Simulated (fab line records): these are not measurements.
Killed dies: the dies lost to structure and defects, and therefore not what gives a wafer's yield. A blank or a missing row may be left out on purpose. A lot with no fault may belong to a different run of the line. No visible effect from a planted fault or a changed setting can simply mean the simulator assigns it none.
fab line records    flow sky130
record: lots: 6  wafers: 18  last_day: 50
route steps=708 shown SD_P@327 RES_XHIGH@332 SD_N@343 PAD_OPEN@708
lots untouched by any fault: they come from a run of this same line in which no faults occurred
start_h: the number of hours between the record's first day and the start of the first shown wafer of the lot    wait_h: hours elapsed since this lot's preceding step    " same as the row above    L1.1+2: a row that stands for several wafers    - no value present, or no start provided    * or withheld: withheld    < > ~ a bound
route shown NAME@n: a module of which the file shows steps, and the number in the route of the first    usual: mean/standard deviation taken from wafers without a fault    same: alike in all rows    chamber/n: place in a boat    sites: each site's reading    _std_site: the values' standard deviation    _edge_site: inner sites' mean taken away from outer sites' mean    radius_mm: how far each site lies from the wafer's centre    mask NAME#n: copy n    behind: tool/chamber where the wafer was last shaped    hold: reason for holding the lot/hours on hold/outcome of the hold    device: which transistor (n, p or np) failed to switch    end of line: the tests these same wafers got at the end of their route    for a step that has no rows: nothing shown but its recipe    killed: the dies lost at the first sort to structure and to defects; this is not the yield of the wafer    map: the dies of a wafer, with x for killed, . for not killed, _ for no die there
set.NAME: the setting the step ran with; set.NAME@STEP: the setting that earlier step ran with    model.NAME: the simulator's own value behind a step, which no gauge read
lots seen at some steps along the route; tables by step, rows by wafer
services: from which hour (start_h, from the record's first day; less than 0 if before it) a tool's chamber was out of use, for how many hours, and why
== steps ==
step: SKY_SD_P_CD_MEAS_07
recipe: target_cd_nm: 380
usual: cd_nm: 380.4/2.7
lot.wafer  tool       chamber  start_h  wait_h  cd_nm
L485.1     cd_sem-02  -        651.80   0.1     377.4
L485.3     "          -        "        "       378.9
L485.5     "          -        "        "       378.3
L490.2     cd_sem-02  -        688.14   0.1     383.8
L490.3     "          -        "        "       384.4
L490.5     "          -        "        "       387.3
L492.2     cd_sem-01  -        707.58   0.1     383.9
L492.5     "          -        "        "       380.4
L492.6     "          -        "        "       379.4
L497.1     cd_sem-02  -        742.37   0.1     381.0
L497.2     "          -        "        "       379.3
L497.6     "          -        "        "       378.3
L499.1     cd_sem-02  -        764.31   0.1     379.1
L499.4     "          -        "        "       378.7
L499.5     "          -        "        "       379.1
L500.2     cd_sem-01  -        766.44   0.1     382.1
L500.4     "          -        "        "       384.0
L500.6     "          -        "        "       383.4
step: SKY_SD_P_OVL_MEAS_08
usual: SD_P_OVL: 0.2/1.5
lot.wafer  tool        chamber  start_h  wait_h  SD_P_OVL[nm]
L485.1     overlay-01  -        651.92   0.1     -0.5
L485.3     "           -        "        "       0.1
L485.5     "           -        "        "       -1.0
L490.2     overlay-01  -        688.25   0.1     -1.9
L490.3     "           -        "        "       -0.2
L490.5     "           -        "        "       -1.1
L492.2     overlay-02  -        707.69   0.1     0.0
L492.5     "           -        "        "       -0.4
L492.6     "           -        "        "       0.5
L497.1     overlay-02  -        742.49   0.1     2.3
L497.2     "           -        "        "       1.2
L497.6     "           -        "        "       2.5
L499.1     overlay-02  -        764.43   0.1     1.3
L499.4     "           -        "        "       3.4
L499.5     "           -        "        "       1.6
L500.2     overlay-02  -        766.55   0.1     0.5
L500.4     "           -        "        "       1.2
L500.6     "           -        "        "       1.0
step: SKY_SD_P_IMPLANT_09
recipe: species: BF2  energy_kev: 20  dose_cm2: 3e+15  tilt_deg: 0
step: SKY_SD_P_STRIP_10
recipe: chemistry: O2/N2  power_w: 1400  pressure_mtorr: 1500  platen_temp_c: withheld  o2_flow_sccm: 3000  n2_flow_sccm: 300  overash_fraction: 0.5
usual: drypump_motor_current_A: 6.0/0.47  oes_product_au: 0.617/0.0042  strip_time_to_endpoint_s: 17.51/0.039
lot.wafer  tool             chamber  start_h  wait_h  drypump_motor_current_A  oes_product_au  rf_hours_counter_h  strip_time_to_endpoint_s
L485.1     plasma_asher-03  1        652.11   0.1     6.5                      0.614           83                  17.50
L485.3     "                1        "        "       6.5                      0.615           -                   17.49
L485.5     "                1        "        "       6.5                      0.620           -                   17.53
L490.2     plasma_asher-02  0        688.58   0.2     5.7                      0.612           25                  17.48
L490.3     "                1        "        "       6.1                      0.612           -                   17.50
L490.5     "                1        "        "       6.1                      0.622           -                   17.48
L492.2     plasma_asher-03  1        707.87   0.1     6.5                      0.620           89                  17.52
L492.5     "                0        "        "       6.3                      0.619           -                   17.52
L492.6     "                1        "        "       6.5                      0.617           -                   17.56
L497.1     plasma_asher-02  0        742.68   0.1     5.7                      0.614           32                  17.45
L497.2     "                1        "        "       6.1                      0.620           32                  17.50
L497.6     "                1        "        "       6.1                      0.619           -                   17.46
L499.1     plasma_asher-04  0        764.62   0.1     6.3                      0.618           2                   17.55
L499.4     "                1        "        "       5.2                      0.627           -                   17.54
L499.5     "                0        "        "       6.3                      0.624           -                   17.50
L500.2     plasma_asher-02  0        766.73   0.1     5.7                      0.616           34                  17.53
L500.4     "                0        "        "       5.7                      0.616           -                   17.47
L500.6     "                0        "        "       5.7                      0.611           -                   17.50
step: SKY_SD_P_TW_MEAS_11
usual: SD_P_TW: 2832/43
lot.wafer  tool           chamber  start_h  wait_h  SD_P_TW
L485.1     film_metro-02  -        652.21   0.1     2836
L485.3     "              -        "        "       2840
L485.5     "              -        "        "       2847
L490.2     film_metro-02  -        688.69   0.1     2836
L490.3     "              -        "        "       2825
L490.5     "              -        "        "       2828
L492.2     film_metro-01  -        707.98   0.1     2752
L492.5     "              -        "        "       2763
L492.6     "              -        "        "       2770
L497.1     film_metro-02  -        742.78   0.1     2858
L497.2     "              -        "        "       2845
L497.6     "              -        "        "       2847
L499.1     film_metro-04  -        764.72   0.1     2877
L499.4     "              -        "        "       2863
L499.5     "              -        "        "       2873
L500.2     film_metro-02  -        766.84   0.1     2845
L500.4     "              -        "        "       2842
L500.6     "              -        "        "       2832
step: SKY_RES_XHIGH_DEHYDRATE_00
recipe: temp_c: 200  time_s: 60
step: SKY_RES_XHIGH_HMDS_01
recipe: prime_time_s: 60  prime_temp_c: 120
step: SKY_RES_XHIGH_COAT_02
recipe: resist: NOVOLAK  spin_rpm: 3000  resist_thk_nm: 1140
step: SKY_RES_XHIGH_SOFTBAKE_03
recipe: temp_c: 90  time_s: 60  resist: NOVOLAK
step: SKY_RES_XHIGH_EXPOSE_04
recipe: mask_id: URPM  na: 0.6  source_shape: conventional  sigma_outer: 0.6  polarization: unpolarized  target_cd_nm: 1270  dose_mj: 140
step: SKY_RES_XHIGH_PEB_05
recipe: temp_c: withheld  time_s: *  resist: NOVOLAK
step: SKY_RES_XHIGH_DEVELOP_06
recipe: resist: NOVOLAK  developer: TMAH  develop_time_s: 60  dev_temp_c: 23
step: SKY_RES_XHIGH_IMPLANT_07
recipe: species: BF2  energy_kev: 20  dose_cm2: 3.6e+14  tilt_deg: 0
lot.wafer   tool          chamber  start_h  wait_h
L485.1+3+5  implanter-04  0        681.09   0.1
L490.2+3+5  implanter-04  0        716.94   0.1
L492.2+5+6  implanter-01  0        735.43   0.1
L497.1+2+6  implanter-04  0        770.49   0.1
L499.1+4+5  implanter-03  0        790.91   0.1
L500.2+4+6  implanter-01  0        793.54   0.1
step: SKY_RES_XHIGH_STRIP_08
recipe: chemistry: O2/N2  power_w: 1400  pressure_mtorr: 1500  platen_temp_c: withheld  o2_flow_sccm: 3000  n2_flow_sccm: 300  overash_fraction: 0.5
usual: drypump_motor_current_A: 5.9/0.45  oes_product_au: 0.711/0.0046  strip_time_to_endpoint_s: 14.28/0.038
lot.wafer  tool             chamber  start_h  wait_h  drypump_motor_current_A  oes_product_au  rf_hours_counter_h  strip_time_to_endpoint_s
L485.1     plasma_asher-02  1        681.24   0.1     6.1                      0.711           24                  14.32
L485.3     "                1        "        "       6.1                      0.708           -                   14.25
L485.5     "                0        "        "       5.7                      0.715           -                   14.25
L490.2     plasma_asher-01  1        717.06   0.1     5.7                      0.706           60                  14.33
L490.3     "                1        "        "       5.7                      0.718           -                   14.19
L490.5     "                1        "        "       5.7                      0.718           -                   14.22
L492.2     plasma_asher-02  1        735.55   0.1     6.1                      0.710           31                  14.29
L492.5     "                1        "        "       6.1                      0.706           -                   14.27
L492.6     "                0        "        "       5.7                      0.721           -                   14.27
L497.1     plasma_asher-01  0        770.64   0.1     5.1                      0.707           65                  14.28
L497.2     "                1        "        "       5.7                      0.715           65                  14.31
L497.6     "                1        "        "       5.7                      0.704           -                   14.32
L499.1     plasma_asher-01  0        791.06   0.1     5.2                      0.705           67                  14.27
L499.4     "                1        "        "       5.6                      0.718           -                   14.26
L499.5     "                0        "        "       5.2                      0.716           -                   14.29
L500.2     plasma_asher-03  1        793.66   0.1     6.5                      0.714           98                  14.20
L500.4     "                0        "        "       6.3                      0.707           -                   14.22
L500.6     "                1        "        "       6.5                      0.713           -                   14.20
step: SKY_RES_XHIGH_TW_MEAS_09
usual: RES_XHIGH_TW: 1635/28
lot.wafer  tool           chamber  start_h  wait_h  hold                      RES_XHIGH_TW
L485.1     film_metro-01  -        681.34   0.1     await_dispo/0.2h/release  1615
L485.3     "              -        "        "       await_dispo/0.2h/release  1480
L485.5     "              -        "        "       await_dispo/0.2h/release  1472
L485.1     film_metro-01  -        681.57   0.2     -                         1618
L485.3     "              -        "        "       -                         1472
L485.5     "              -        "        "       -                         1483
L490.2     film_metro-01  -        717.17   0.1     await_dispo/0.2h/release  1606
L490.3     "              -        "        "       await_dispo/0.2h/release  1463
L490.5     "              -        "        "       await_dispo/0.2h/release  1460
L490.2     film_metro-01  -        717.40   0.2     -                         1609
L490.3     "              -        "        "       -                         1458
L490.5     "              -        "        "       -                         1459
L492.2     film_metro-01  -        735.66   0.1     -                         1622
L492.5     "              -        "        "       -                         1620
L492.6     "              -        "        "       -                         1632
L497.1     film_metro-04  -        770.74   0.1     -                         1681
L497.2     "              -        "        "       -                         1671
L497.6     "              -        "        "       -                         1677
L499.1     film_metro-02  -        791.16   0.1     -                         1659
L499.4     "              -        "        "       -                         1647
L499.5     "              -        "        "       -                         1650
L500.2     film_metro-01  -        793.77   0.1     -                         1612
L500.4     "              -        "        "       -                         1612
L500.6     "              -        "        "       -                         1609
step: SKY_SD_N_HMDS_01
recipe: prime_time_s: 60  prime_temp_c: 120
step: SKY_SD_N_COAT_02
recipe: resist: NOVOLAK  spin_rpm: 3000  resist_thk_nm: 1140
step: SKY_SD_N_SOFTBAKE_03
recipe: temp_c: 90  time_s: 60  resist: NOVOLAK
step: SKY_SD_N_EXPOSE_04
recipe: mask_id: NSDM  na: 0.6  source_shape: conventional  sigma_outer: 0.6  polarization: unpolarized  target_cd_nm: 380  dose_mj: 141
step: SKY_SD_N_PEB_05
recipe: temp_c: withheld  time_s: *  resist: NOVOLAK
step: SKY_SD_N_DEVELOP_06
recipe: resist: NOVOLAK  developer: TMAH  develop_time_s: 60  dev_temp_c: 23
step: SKY_SD_N_CD_MEAS_07
recipe: target_cd_nm: 380
usual: cd_nm: 379.8/2.4
lot.wafer  tool       chamber  start_h  wait_h  cd_nm
L485.1     cd_sem-02  -        709.24   0.1     381.6
L485.3     "          -        "        "       379.1
L485.5     "          -        "        "       377.9
L490.2     cd_sem-01  -        744.64   0.1     378.9
L490.3     "          -        "        "       380.6
L490.5     "          -        "        "       380.5
L492.2     cd_sem-01  -        763.04   0.1     380.2
L492.5     "          -        "        "       382.4
L492.6     "          -        "        "       379.3
L497.1     cd_sem-01  -        796.32   0.1     375.7
L497.2     "          -        "        "       377.9
L497.6     "          -        "        "       377.1
L499.1     cd_sem-02  -        817.07   0.1     380.6
L499.4     "          -        "        "       379.9
L499.5     "          -        "        "       378.4
L500.2     cd_sem-02  -        820.39   0.1     381.3
L500.4     "          -        "        "       376.6
L500.6     "          -        "        "       379.1
step: SKY_SD_N_OVL_MEAS_08
usual: SD_N_OVL: 0.5/1.4
lot.wafer  tool        chamber  start_h  wait_h  SD_N_OVL[nm]
L485.1     overlay-01  -        709.36   0.1     -0.2
L485.3     "           -        "        "       -1.2
L485.5     "           -        "        "       -2.0
L490.2     overlay-02  -        744.75   0.1     0.1
L490.3     "           -        "        "       0.9
L490.5     "           -        "        "       -0.8
L492.2     overlay-01  -        763.15   0.1     1.0
L492.5     "           -        "        "       -1.4
L492.6     "           -        "        "       0.4
L497.1     overlay-02  -        796.44   0.1     0.4
L497.2     "           -        "        "       0.0
L497.6     "           -        "        "       1.2
L499.1     overlay-02  -        817.19   0.1     1.2
L499.4     "           -        "        "       2.9
L499.5     "           -        "        "       1.3
L500.2     overlay-01  -        820.50   0.1     -3.1
L500.4     "           -        "        "       0.9
L500.6     "           -        "        "       -1.1
step: SKY_SD_N_IMPLANT_09
recipe: species: As  energy_kev: 50  dose_cm2: 4e+15  tilt_deg: 0
step: SKY_SD_N_IMPLANT_10
recipe: species: P  energy_kev: 20  dose_cm2: 1e+14  tilt_deg: 0
step: SKY_SD_N_STRIP_11
recipe: chemistry: O2/N2  power_w: 1400  pressure_mtorr: 1500  platen_temp_c: withheld  o2_flow_sccm: 3000  n2_flow_sccm: 300  overash_fraction: 0.5
usual: drypump_motor_current_A: 5.9/0.53  oes_product_au: 0.528/0.0046  strip_time_to_endpoint_s: 22.57/0.046
lot.wafer  tool             chamber  start_h  wait_h  drypump_motor_current_A  oes_product_au  rf_hours_counter_h  strip_time_to_endpoint_s
L485.1     plasma_asher-03  0        709.70   0.1     6.3                      0.524           89                  22.56
L485.3     "                0        "        "       6.3                      0.529           -                   22.60
L485.5     "                0        "        "       6.3                      0.527           -                   22.57
L490.2     plasma_asher-03  1        745.08   0.1     6.5                      0.536           93                  22.53
L490.3     "                0        "        "       6.3                      0.531           -                   22.51
L490.5     "                1        "        "       6.5                      0.533           -                   22.53
L492.2     plasma_asher-03  0        763.48   0.1     6.3                      0.516           95                  22.62
L492.5     "                1        "        "       6.5                      0.531           -                   22.54
L492.6     "                0        "        "       6.3                      0.532           -                   22.61
L497.1     plasma_asher-04  0        796.78   0.1     6.3                      0.524           5                   22.48
L497.2     "                1        "        "       5.2                      0.530           5                   22.52
L497.6     "                1        "        "       5.2                      0.529           -                   22.56
L499.1     plasma_asher-01  1        817.53   0.1     5.7                      0.528           70                  22.60
L499.4     "                1        "        "       5.7                      0.534           -                   22.65
L499.5     "                1        "        "       5.7                      0.528           -                   22.62
L500.2     plasma_asher-03  1        820.83   0.1     6.5                      0.529           101                 22.57
L500.4     "                1        "        "       6.5                      0.532           -                   22.56
L500.6     "                0        "        "       6.3                      0.526           -                   22.54
step: SKY_SD_N_TW_MEAS_12
usual: SD_N_TW: 4011/68
lot.wafer  tool           chamber  start_h  wait_h  SD_N_TW
L485.1     film_metro-02  -        709.80   0.1     3997
L485.3     "              -        "        "       3999
L485.5     "              -        "        "       4024
L490.2     film_metro-01  -        745.19   0.1     3922
L490.3     "              -        "        "       3913
L490.5     "              -        "        "       3920
L492.2     film_metro-02  -        763.59   0.1     4013
L492.5     "              -        "        "       4010
L492.6     "              -        "        "       4022
L497.1     film_metro-04  -        796.88   0.1     4093
L497.2     "              -        "        "       4061
L497.6     "              -        "        "       4085
L499.1     film_metro-04  -        817.63   0.1     4079
L499.4     "              -        "        "       4049
L499.5     "              -        "        "       4050
L500.2     film_metro-04  -        820.94   0.1     4065
L500.4     "              -        "        "       4056
L500.6     "              -        "        "       4074
step: SKY_SD_N_CLEAN_13
recipe: chemistry: SC1/SC2  mix: 1:4:20  temp_c: 70  time_s: 150  dry: n2_spin
step: SKY_SD_N_RTA_14
recipe: temp_c: 1075  time_s: 2  idle_temp_c: 650  ramp_up_c_per_s: 150  ramp_down_c_per_s: 90  ambient: N2
usual: chamber_o2_ppm: 1.995/0.022  lamp_power_pct: 15.74/0.048  wafer_temp_C_max: 1078.1/1.4
lot.wafer  tool           chamber  start_h  wait_h  chamber_o2_ppm  lamp_power_pct  wafer_temp_C_max
L485.1     rtp_anneal-01  0        709.91   0.0     1.952           15.70           1077.0
L485.3     "              0        "        "       1.981           15.76           1078.2
L485.5     "              0        "        "       1.947           15.80           1077.6
L490.2     rtp_anneal-02  0        745.30   0.0     1.953           15.77           1077.9
L490.3     "              0        "        "       1.993           15.81           1076.8
L490.5     "              0        "        "       1.970           15.74           1078.5
L492.2     rtp_anneal-02  0        763.71   0.0     1.955           15.67           1079.6
L492.5     "              0        "        "       1.989           15.76           1077.7
L492.6     "              0        "        "       1.964           15.72           1076.9
L497.1     rtp_anneal-01  0        796.99   0.0     1.973           15.72           1079.4
L497.2     "              0        "        "       1.992           15.76           1079.3
L497.6     "              0        "        "       2.011           15.77           1078.5
L499.1     rtp_anneal-01  0        817.74   0.0     2.031           15.79           1078.3
L499.4     "              0        "        "       2.040           15.78           1076.5
L499.5     "              0        "        "       2.035           15.70           1078.6
L500.2     rtp_anneal-02  0        821.05   0.0     1.993           15.82           1077.6
L500.4     "              0        "        "       1.965           15.73           1077.9
L500.6     "              0        "        "       1.997           15.70           1078.9
step: SKY_SD_N_RS_MEAS_16
recipe: thk_meas_gauge: four-point-probe
usual: SD_N_RS: 68.56/0.12
lot.wafer  tool           chamber  start_h  wait_h  SD_N_RS[ohm/sq]
L485.1     film_metro-01  -        710.08   0.1     68.74
L485.3     "              -        "        "       68.77
L485.5     "              -        "        "       68.69
L490.2     film_metro-02  -        745.48   0.1     68.51
L490.3     "              -        "        "       68.48
L490.5     "              -        "        "       68.58
L492.2     film_metro-04  -        763.94   0.1     68.59
L492.5     "              -        "        "       68.45
L492.6     "              -        "        "       68.51
L497.1     film_metro-04  -        797.16   0.1     68.60
L497.2     "              -        "        "       68.56
L497.6     "              -        "        "       68.45
L499.1     film_metro-04  -        817.91   0.1     68.46
L499.4     "              -        "        "       68.43
L499.5     "              -        "        "       68.44
L500.2     film_metro-02  -        821.24   0.1     68.63
L500.4     "              -        "        "       68.66
L500.6     "              -        "        "       68.65
step: SKY_SD_N_RS_MEAS_17
recipe: thk_meas_gauge: four-point-probe
usual: SD_P_RS: 147.1/0.34
lot.wafer  tool           chamber  start_h  wait_h  SD_P_RS[ohm/sq]
L485.1     film_metro-01  -        710.20   0.1     147.1
L485.3     "              -        "        "       147.6
L485.5     "              -        "        "       147.3
L490.2     film_metro-02  -        745.60   0.1     147.2
L490.3     "              -        "        "       147.3
L490.5     "              -        "        "       147.0
L492.2     film_metro-04  -        764.06   0.1     146.7
L492.5     "              -        "        "       146.8
L492.6     "              -        "        "       147.0
L497.1     film_metro-04  -        797.28   0.1     146.9
L497.2     "              -        "        "       147.3
L497.6     "              -        "        "       147.0
L499.1     film_metro-04  -        818.03   0.1     146.7
L499.4     "              -        "        "       146.8
L499.5     "              -        "        "       146.4
L500.2     film_metro-02  -        821.36   0.1     147.3
L500.4     "              -        "        "       147.1
L500.6     "              -        "        "       147.3
step: SKY_SD_N_RS_MEAS_18
recipe: thk_meas_gauge: four-point-probe
usual: RES_XHIGH_RS: 333.2/1.1
lot.wafer  tool           chamber  start_h  wait_h  hold                      RES_XHIGH_RS[ohm/sq]
L485.1     film_metro-01  -        710.32   0.1     await_dispo/0.2h/release  333.2
L485.3     "              -        "        "       await_dispo/0.2h/release  425.1
L485.5     "              -        "        "       await_dispo/0.2h/release  425.2
L485.1     film_metro-01  -        710.67   0.3     -                         333.6
L485.3     "              -        "        "       -                         425.8
L485.5     "              -        "        "       -                         426.0
L490.2     film_metro-02  -        745.72   0.1     await_dispo/0.2h/release  334.3
L490.3     "              -        "        "       await_dispo/0.2h/release  424.9
L490.5     "              -        "        "       await_dispo/0.2h/release  424.6
L490.2     film_metro-02  -        746.10   0.4     -                         333.7
L490.3     "              -        "        "       -                         423.9
L490.5     "              -        "        "       -                         425.1
L492.2     film_metro-04  -        764.18   0.1     -                         333.1
L492.5     "              -        "        "       -                         333.7
L492.6     "              -        "        "       -                         333.9
L497.1     film_metro-04  -        797.40   0.1     -                         332.8
L497.2     "              -        "        "       -                         332.1
L497.6     "              -        "        "       -                         333.2
L499.1     film_metro-04  -        818.15   0.1     -                         333.1
L499.4     "              -        "        "       -                         335.9
L499.5     "              -        "        "       -                         332.8
L500.2     film_metro-02  -        821.48   0.1     -                         331.8
L500.4     "              -        "        "       -                         331.4
L500.6     "              -        "        "       -                         332.4
step: SKY_PAD_OPEN_PROBE_99
usual: killed_at_M0_to_M3: 43/6.7  killed_at_M4_up: 3.2/2.1  killed_at_contacts: 25/5.9  killed_at_front_end: 16/4.7  killed_at_other: 0.3/0.54  killed_dies: 87/9.8  killed_open: 47/6.7  killed_short: 40/6.5
same: gross_dies: 492  killed_at_back_side: 0
lot.wafer  tool       chamber  start_h  wait_h  killed_at_M0_to_M3  killed_at_M4_up  killed_at_contacts  killed_at_front_end  killed_at_other  killed_dies  killed_open  killed_short  model.etest.res_xhigh_po.line_ohm_um  model.etest.res_xhigh_po.rs_ohm_sq_range  model.etest.res_xhigh_po.rs_ohm_sq  model.etest.res_xhigh_po.rs_ohm_sq_rim_less_centre
L485.3     prober-01  -        1126.81  0.2     40                  3                22                  20                   1                86           39           45            1.719e+04                             4217                                      6008                                -1878
L485.5     prober-01  -        1126.91  0.2     45                  3                22                  10                   0                80           44           34            1.892e+04                             4959                                      6510                                -2014
L490.2     prober-02  -        1150.74  0.1     44                  2                24                  16                   0                86           49           36            5802                                  76.01                                     2038                                -42.07
L490.3     prober-02  -        1150.80  0.2     43                  5                25                  11                   1                85           51           34            1.696e+04                             4306                                      6130                                -2205
L490.5     prober-02  -        1150.89  0.2     43                  2                28                  23                   1                97           50           47            1.766e+04                             4511                                      6330                                -2297
L492.2     prober-02  -        1161.45  0.1     55                  6                22                  16                   0                99           55           44            5729                                  177                                       2036                                -113.3
L492.5     prober-02  -        1161.60  0.2     52                  5                23                  14                   0                94           50           44            5824                                  161                                       2048                                -108.7
L492.6     prober-02  -        1161.65  0.2     57                  3                23                  7                    0                90           51           39            5712                                  134.9                                     1990                                -69.14
L497.1     prober-01  -        1184.74  0.1     36                  7                35                  14                   0                92           51           41            5756                                  37.21                                     1960                                -2.061
L497.2     prober-01  -        1184.79  0.1     44                  0                26                  16                   0                86           51           35            5588                                  63.38                                     1978                                -29.82
L499.1     prober-01  -        1197.75  0.1     52                  2                23                  14                   2                93           52           40            5696                                  146.6                                     2002                                123.6
L499.4     prober-01  -        1197.90  0.2     41                  3                19                  26                   0                89           39           50            5883                                  143.2                                     2056                                132.7
L499.5     prober-01  -        1197.95  0.2     43                  1                15                  16                   1                76           41           35            5952                                  153.2                                     2022                                133.4
killed by level:class
L485.3 VIA1:geometric_particle:short=9 POLY_GATE:geometric_particle:short=8 CONTACT:geometric_particle:open=8 POLY_GATE:geometric_particle:open=5 LOCAL_INTERCONNECT:geometric_particle:short=5 VIA1:geometric_particle:open=5 VIA2:geometric_particle:open=4 METAL1:geometric_particle:short=4
L485.5 LI_CONTACT:geometric_particle:open=10 METAL2:geometric_particle:short=9 CONTACT:geometric_particle:open=8 VIA3:geometric_particle:open=8 VIA1:geometric_particle:open=6 METAL3:geometric_particle:short=4 METAL1:geometric_particle:short=3 VIA1:geometric_particle:short=3
L490.2 VIA1:geometric_particle:open=19 LI_CONTACT:geometric_particle:open=8 CONTACT:geometric_particle:open=7 METAL2:geometric_particle:short=6 VIA2:geometric_particle:open=5 FIELD_ISO:geometric_particle:open=4 POLY_GATE:geometric_particle:short=4 LOCAL_INTERCONNECT:geometric_particle:short=4
L490.3 CONTACT:geometric_particle:open=13 VIA1:geometric_particle:open=9 LI_CONTACT:geometric_particle:open=6 METAL1:geometric_particle:short=6 VIA2:geometric_particle:open=6 VIA3:geometric_particle:open=5 FIELD_ISO:geometric_particle:open=4 POLY_GATE:geometric_particle:short=4
L490.5 CONTACT:geometric_particle:open=12 FIELD_ISO:geometric_particle:open=7 VIA1:geometric_particle:open=7 FIELD_ISO:geometric_particle:short=6 VIA3:geometric_particle:open=6 POLY_GATE:geometric_particle:short=6 LI_CONTACT:geometric_particle:open=6 LOCAL_INTERCONNECT:geometric_particle:short=5
L492.2 CONTACT:geometric_particle:open=13 VIA3:geometric_particle:open=10 VIA1:geometric_particle:open=9 VIA2:geometric_particle:open=9 METAL1:geometric_particle:short=8 METAL2:geometric_particle:short=5 FIELD_ISO:geometric_particle:short=4 POLY_CUT:geometric_particle:open=4
L492.5 VIA1:geometric_particle:open=16 CONTACT:geometric_particle:open=12 METAL1:geometric_particle:short=8 METAL2:geometric_particle:short=6 VIA3:geometric_particle:open=6 POLY_GATE:geometric_particle:short=5 VIA2:geometric_particle:open=5 LI_CONTACT:geometric_particle:open=4
L492.6 VIA1:geometric_particle:open=17 CONTACT:geometric_particle:open=9 METAL1:geometric_particle:short=8 LOCAL_INTERCONNECT:geometric_particle:short=7 VIA2:geometric_particle:open=7 LI_CONTACT:geometric_particle:open=6 VIA1:geometric_particle:short=5 METAL2:geometric_particle:short=5
L497.1 CONTACT:geometric_particle:open=10 LI_CONTACT:geometric_particle:open=9 LOCAL_INTERCONNECT:geometric_particle:short=9 VIA1:geometric_particle:open=8 VIA2:geometric_particle:open=7 METAL4:geometric_particle:short=7 FIELD_ISO:geometric_particle:short=5 VIA3:geometric_particle:open=5
L497.2 LI_CONTACT:geometric_particle:open=13 VIA3:geometric_particle:open=9 VIA1:geometric_particle:open=8 VIA2:geometric_particle:open=7 FIELD_ISO:geometric_particle:short=6 VIA1:geometric_particle:short=6 CONTACT:geometric_particle:open=6 FIELD_ISO:geometric_particle:open=5
L499.1 VIA1:geometric_particle:open=11 VIA3:geometric_particle:open=10 LI_CONTACT:geometric_particle:open=9 CONTACT:geometric_particle:open=9 METAL2:geometric_particle:short=9 FIELD_ISO:geometric_particle:short=6 VIA1:geometric_particle:short=6 METAL1:geometric_particle:short=5
L499.4 FIELD_ISO:geometric_particle:short=12 VIA3:geometric_particle:open=8 VIA1:geometric_particle:open=7 CONTACT:geometric_particle:open=6 POLY_GATE:geometric_particle:short=5 VIA1:geometric_particle:short=5 VIA3:geometric_particle:short=5 LI_CONTACT:geometric_particle:open=4
L499.5 VIA1:geometric_particle:open=11 METAL2:geometric_particle:short=8 LI_CONTACT:geometric_particle:open=6 CONTACT:geometric_particle:open=5 METAL1:geometric_particle:short=5 FIELD_ISO:geometric_particle:open=4 VIA2:geometric_particle:open=4 VIA3:geometric_particle:open=4
== services ==
tool             chamber  start_h  hours  kind
implanter-01     -        656.12   3.2    pm
implanter-04     -        656.32   5.9    repair
plasma_asher-04  -        659.00   1.8    repair
implanter-03     -        667.64   1.9    repair
plasma_asher-04  -        683.71   37.8   repair
rtp_anneal-02    -        705.37   5.2    pm
plasma_asher-04  -        733.75   9.0    pm
plasma_asher-04  0        733.75   9.0    vent_cycle
plasma_asher-04  1        733.75   9.0    vent_cycle
implanter-03     -        742.03   45.8   repair
plasma_asher-04  0        742.75   -      clean
plasma_asher-04  1        742.75   -      clean
plasma_asher-01  -        755.24   1.5    repair
plasma_asher-03  -        766.98   2.8    pm
plasma_asher-04  -        767.32   0.8    repair
plasma_asher-04  -        777.62   2.9    repair
implanter-03     -        809.33   52.0   pm
implanter-04     -        809.78   3.0    pm
plasma_asher-01  -        818.45   2.8    pm
plasma_asher-04  -        818.71   15.6   pm
== key ==
first_sign: step: SKY_RES_XHIGH_TW_MEAS_09  reading: visit  direction: added
effect: step: SKY_RES_XHIGH_TW_MEAS_09  reading: RES_XHIGH_TW  direction: down  sigmas: 6  usual: 1635  struck: 1469
effect: step: SKY_SD_N_RS_MEAS_18  reading: visit  direction: added
effect: step: SKY_SD_N_RS_MEAS_18  reading: RES_XHIGH_RS  direction: up  sigmas: 86  usual: 333.2  struck: 424.9
model_effect: step: SKY_PAD_OPEN_PROBE_99  value: etest.res_xhigh_po.line_ohm_um  without: 5726  struck: 1.768e+04
met_at SKY_RES_XHIGH_IMPLANT_07
struck_wafers L485.3,L485.5,L490.3,L490.5
tester_left_out L485,L490
fault: kind: process_parameter_drift  tool: implanter-04  chamber: -  onset_h: 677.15  steps: SKY_RES_XHIGH_IMPLANT_07  channel: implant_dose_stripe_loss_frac  offset: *  shape: step  end_h: 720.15  scope: struck_wafers_only
tester_left_out: of these lots the tester's yield and bins aren't shown, on N5 and GAA mostly nor the transistor test; their killed dies are dies lost to structure and defects alone, not to doping, threshold or leakage, so they don't give the yield
